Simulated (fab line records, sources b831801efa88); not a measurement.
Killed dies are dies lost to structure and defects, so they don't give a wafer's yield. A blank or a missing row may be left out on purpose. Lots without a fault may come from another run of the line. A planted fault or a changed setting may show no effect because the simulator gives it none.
Which tool did it? | flow gf180mcu | 11 lots, 33 wafers sampled, at 2 steps of a route of 602

WHAT THE GAUGES READ, wafer by wafer
GF_POLY_GATE_THK_MEAS_01.
lot  | measured     | on            | POLY_GATE_CVD_00_THK (nm)
L441 | day 10 03:25 | film_metro-02 | 146.6 142.6 142.7
L448 | day 12 12:43 | film_metro-04 | 203.3 201.9 202.1
L449 | day 12 15:41 | film_metro-04 | 201.6 200.9 202.2
L450 | day 12 20:32 | film_metro-04 | 201.4 200.6 199.4
L451 | day 13 02:12 | film_metro-02 | 198.3 199.6 199.2
L452 | day 13 08:48 | film_metro-04 | 199.5 198.9 197.7
L453 | day 13 15:11 | film_metro-04 | 200.9 200.8 201.5
L454 | day 13 21:54 | film_metro-01 | 201.4 201.3 201.8
L455 | day 14 06:16 | film_metro-02 | 205.5 204.6 205.8
L456 | day 14 14:50 | film_metro-01 | 198.5 198.3 198.8
L457 | day 14 22:24 | film_metro-04 | 202.6 203.4 201.3

WHICH TOOL RAN EACH LOT (tool, then ch and the chambers of the sampled wafers, then the start)
lot  | GF_POLY_GATE_CVD_00
L441 | lpcvd-02 ch 0, day 10 02:05
L448 | lpcvd-02 ch 0, day 12 11:22
L449 | lpcvd-02 ch 0, day 12 14:21
L450 | lpcvd-02 ch 0, day 12 19:12
L451 | lpcvd-01 ch 0, day 13 00:50
L452 | lpcvd-01 ch 1, day 13 07:28
L453 | lpcvd-01 ch 0, day 13 13:50
L454 | lpcvd-01 ch 1, day 13 20:34
L455 | lpcvd-02 ch 0, day 14 04:56
L456 | lpcvd-01 ch 0, day 14 13:31
L457 | lpcvd-02 ch 0, day 14 21:04
- GF_POLY_GATE_CVD_00: deposits poly-Si, target thk 200 nm, time 1200 s.

THE ANSWER, worked out from the rows above alone
Rule: what is usual is taken from the lots themselves. Put in order of their means at a reading, lots are off if they are a third of the lots or fewer, leave a main group of 4 or more, and stand apart from it by a gap of 3 or more times the standard deviation of the main group's means; of several such gaps the widest counts. A main group whose means are all the same, to the digits that the tables above print for the reading, isn't used. A lot without any number at a reading at which 4 lots or more have one is off too. The other lots that the step has rows for count as sound.
Off: L441, at GF_POLY_GATE_THK_MEAS_01 (POLY_GATE_CVD_00_THK). The main group: mean 201.1 nm, standard deviation 2.
A tool fits if, at a process step before that reading, it ran every lot that is off, and no sound lot after the first of them. The gauges at GF_POLY_GATE_THK_MEAS_01 are tried like those tools. None of those tried fits.

WHAT THE SIMULATOR HAD PUT IN
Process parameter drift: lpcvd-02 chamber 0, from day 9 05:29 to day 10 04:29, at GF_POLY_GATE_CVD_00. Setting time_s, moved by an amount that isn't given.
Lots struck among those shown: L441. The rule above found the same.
